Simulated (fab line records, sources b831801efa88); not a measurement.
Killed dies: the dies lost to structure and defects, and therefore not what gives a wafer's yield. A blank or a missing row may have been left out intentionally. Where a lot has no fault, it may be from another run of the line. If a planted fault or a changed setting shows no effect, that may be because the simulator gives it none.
Comparing a struck lot with a sound one || flow sky130 || 21 steps out of a route of 708
Sound: wafers L947.2, L947.4, L947.5. Wafers struck: L959.1, L959.2, L959.3. The cause is given at the end.
At each step with rows: each side's tool, then ch and its chambers, then its first start. Under that, the readings that differ: sound wafers || struck wafers || difference of the means || sigmas: that difference in standard deviations of wafers without a fault.
alike: readings with means less than 2 such deviations apart, plus words and numbers identical on both sides. not compared: withheld readings, readings lacking a value on some wafer, bounds such as >300 that could conceal the same value, and numbers that have no deviation in the record and whose values overlap.
The two part at a step that has a row with sigmas, a row that says differs or no value, or rows on one side only. Numbers that have no deviation but don't overlap get no sigmas and don't part them. A reading that every wafer of one side lacks parts them only if that side has two wafers or more.

first, 1 step without rows for these wafers: SKY_RES_XHIGH_IMPLANT_07.
SKY_RES_XHIGH_STRIP_08: strips in O2/N2.
  sound on plasma_asher-01 ch 0,1, day 28 21:34; struck on plasma_asher-01 ch 0,1, day 32 12:13
  alike: drypump_motor_current_A, oes_product_au, strip_time_to_endpoint_s
  not compared: rf_hours_counter_h
SKY_RES_XHIGH_TW_MEAS_09:
  struck on film_metro-03, day 32 12:19; sound on film_metro-02, day 28 21:41
{"reading": "RES_XHIGH_TW", "sound": "1622 1631 1631", "struck": "1650 1650 1656", "difference": "+24", "sigmas": "+2"}
then, 7 steps without rows for these wafers: SKY_SD_N_DEHYDRATE_00 (time 60 s); SKY_SD_N_HMDS_01 (prime time 60 s); SKY_SD_N_COAT_02 (resist thk 1140 nm); SKY_SD_N_SOFTBAKE_03 (time 60 s); SKY_SD_N_EXPOSE_04 (exposes mask NSDM, target cd 380 nm); SKY_SD_N_PEB_05; SKY_SD_N_DEVELOP_06 (develop time 60 s).
SKY_SD_N_CD_MEAS_07 targets a cd of 380 nm.
  struck on cd_sem-02, day 33 14:58; sound on cd_sem-02, day 30 02:02
  alike: cd_nm
SKY_SD_N_OVL_MEAS_08:
  struck on overlay-02, day 33 15:05; sound on overlay-02, day 30 02:08
  alike: SD_N_OVL
SKY_SD_N_IMPLANT_09:
  sound on implanter-03 ch 0, day 30 02:12; struck on implanter-04 ch 0, day 33 15:07
{"reading": "beam_on_s (s)", "sound": "16.4 16.3 16.6", "struck": "9.9 10.2 9.7", "difference": -6.5, "sigmas": -5}
{"reading": "dose_ions_cm2", "sound": "4.001e+15 3.999e+15 3.999e+15", "struck": "1.079e+15 1.076e+15 1.086e+15", "difference": -2.919e+15, "sigmas": "-99 or more"}
{"reading": "end_station_pressure_torr (Torr)", "sound": "1.48e-05 1.42e-05 1.41e-05", "struck": "1.03e-05 1.05e-05 9.4e-06", "difference": -4.30e-06, "sigmas": -3}
{"reading": "faraday_current_uA", "sound": "13354 13374 13118", "struck": "6025 5914 6170", "difference": -7246, "sigmas": -6}
after that, 1 step had no rows for these wafers: SKY_SD_N_IMPLANT_10.
SKY_SD_N_STRIP_11: strips in O2/N2.
  sound on plasma_asher-03 ch 0,1, day 30 02:28; struck on plasma_asher-03 ch 0,1, day 33 15:25
{"reading": "oes_product_au (a.u.)", "sound": "0.527 0.537 0.521", "struck": "0.595 0.599 0.601", "difference": "+0.070", "sigmas": "+16"}
{"reading": "strip_time_to_endpoint_s (s)", "sound": "22.51 22.52 22.54", "struck": "18.14 18.12 18.14", "difference": -4.39, "sigmas": -98}
  alike: drypump_motor_current_A
  not compared: rf_hours_counter_h
SKY_SD_N_TW_MEAS_12:
  struck on film_metro-02, day 33 15:31; sound on film_metro-02, day 30 02:35
{"reading": "SD_N_TW", "sound": "3963 3960 3959", "struck": "3661 3671 3678", "difference": -291, "sigmas": -10}
then, 1 step without rows for these wafers: SKY_SD_N_CLEAN_13 (cleans in SC1/SC2, time 150 s).
SKY_SD_N_RTA_14: time 2 s.
  sound on rtp_anneal-02 ch 0, day 30 02:42; struck on rtp_anneal-02 ch 0, day 33 15:38
  alike: lamp_power_pct, wafer_temp_C_max
SKY_SD_N_RS_MEAS_16: a four-point-probe measurement.
  struck on film_metro-04, day 33 15:49; sound on film_metro-04, day 30 02:53
{"reading": "SD_N_RS (ohm/sq)", "sound": "68.89 68.79 68.75", "struck": "104.08 104.34 103.98", "difference": "+35.32", "sigmas": "+99 or more"}
SKY_SD_N_RS_MEAS_17: a four-point-probe measurement.
  struck on film_metro-04, day 33 15:56; sound on film_metro-04, day 30 03:00
  alike: SD_P_RS
-- here the record skips 16 days between the struck wafers' starts before and after, leaving off in module SD_N and picking up in module PAD_OPEN (first step shown: number 708 of the route) --
SKY_PAD_OPEN_PROBE_99:
  struck on prober-02, day 49 23:08; sound on prober-01, day 47 13:02
{"reading": "model.etest.res_ndiff.line_ohm_um", "sound": "742.9 747.9 746.9", "struck": "1033 1038 1022", "difference": "+285", "sigmas": ""}
{"reading": "model.etest.nfet_g5v0d10v5.r_on_ohm_um", "sound": "1876 1884 1885", "struck": "2126 2140 2106", "difference": "+242", "sigmas": ""}
{"reading": "model.etest.sonos_uncharged.r_on_ohm_um", "sound": "809.6 821.6 817.2", "struck": "983.9 979.2 984.2", "difference": "+166.3", "sigmas": ""}
{"reading": "model.etest.licon_ndiff.rc_ohm", "sound": "176.8 186.8 184.7", "struck": "308 306.2 297.1", "difference": "+121", "sigmas": ""}
{"reading": "model.etest.nfet_01v8.r_on_ohm_um", "sound": "838 838.8 832.6", "struck": "933.6 941.3 902.9", "difference": "+89.5", "sigmas": ""}
{"reading": "model.etest.res_ndiff_hv.rs_ohm_sq", "sound": "112.1 112.2 112.4", "struck": "160.9 162 161", "difference": "+49.1", "sigmas": ""}
{"reading": "model.etest.res_ndiff.rs_ohm_sq", "sound": "119.5 118.1 118.9", "struck": "163.3 165.2 163.2", "difference": "+45.1", "sigmas": ""}
{"reading": "model.etest.nfet_01v8_lvt.drive_ua_um", "sound": "572.7 575.9 574.6", "struck": "541.5 545.8 554.4", "difference": -27.2, "sigmas": ""}
  alike: killed_at_M0_to_M3, killed_at_M4_up, killed_at_contacts, killed_at_front_end, killed_at_other, killed_dies, killed_on_rim, killed_open, killed_short

== WHERE THEY PART ==
At SKY_RES_XHIGH_TW_MEAS_09 first; at SKY_SD_N_RS_MEAS_16 last (within this record only). Later steps at which nothing parts them and some readings are alike: SKY_SD_N_RS_MEAS_17, SKY_PAD_OPEN_PROBE_99.

WHY: what the simulator had put in
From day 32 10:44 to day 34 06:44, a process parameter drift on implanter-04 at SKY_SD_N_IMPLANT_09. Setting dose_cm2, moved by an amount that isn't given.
